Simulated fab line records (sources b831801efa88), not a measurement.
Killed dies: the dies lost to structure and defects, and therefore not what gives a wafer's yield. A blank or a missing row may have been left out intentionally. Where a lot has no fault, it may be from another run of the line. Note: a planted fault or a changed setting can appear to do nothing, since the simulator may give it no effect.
Matching of chambers    flow sky130    SKY_VIA2_HDPCVD_00 on hdpcvd-01: 3 sister chambers
The step deposits SiO2, target thk 1180 nm, time 196.7 s. 14 wafers are shown with their chamber, then 6 later ones without.

WAFERS, EACH WITH ITS CHAMBER
wafer   chamber  susceptor temp C (C)  sih4 flow sccm (sccm)
L560.2  1        399.99                60.03
L560.4  2        400.22                59.94
L560.5  1        399.70                59.94
L559.1  0        400.40                59.97
L559.4  0        399.82                59.75
L559.6  1        399.81                59.91
L561.2  2        400.13                59.81
L561.3  0        399.90                59.98
L561.5  1        399.79                59.94
L562.2  2        399.79                59.57
L562.4  1        400.04                59.84
L562.5  0        399.64                59.85
L567.1  0        399.93                60.32
L567.3  2        399.95                60.16

SIGNATURES (means of the wafers above)
reading           chamber 0  chamber 1  chamber 2  scatter within a chamber
susceptor temp C  399.9380   399.8660   400.0225   0.215
sih4 flow sccm    59.9740    59.9320    59.8700    0.187
Rule: for each reading, subtract the chamber's mean from the wafer's reading, divide by that reading's scatter and square the result; add these up over the readings and take the root, which gives the wafer's distance from the chamber. The wafer belongs to the nearest chamber; if the next one is less than 2 further off, it can't be placed. The scatter is the square root of a quotient: the sum, over the shown wafers, of each reading's squared deviation from its chamber's mean, divided by wafers minus chambers.

WAFERS WITHOUT THEIR CHAMBER
wafer   susceptor temp C (C)  sih4 flow sccm (sccm)
L567.6  399.60                60.01
L569.1  400.25                60.07
L569.2  399.97                59.76
L569.5  400.08                59.99
L572.2  399.70                60.03
L572.4  399.93                59.99

THE CHAMBER EACH PASSED THROUGH
wafer   from the rows above           in truth
L567.6  can't be placed: 1 or 0 or 2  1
L569.1  can't be placed: 2 or 0 or 1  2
L569.2  can't be placed: 2 or 1 or 0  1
L569.5  can't be placed: 0 or 2 or 1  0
L572.2  can't be placed: 1 or 0 or 2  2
L572.4  can't be placed: 0 or 1 or 2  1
Correct placement for 0 of the 6. Cannot be placed on the basis of these rows: 6; the candidates contain the true chamber in 6. 0 placed wrongly.
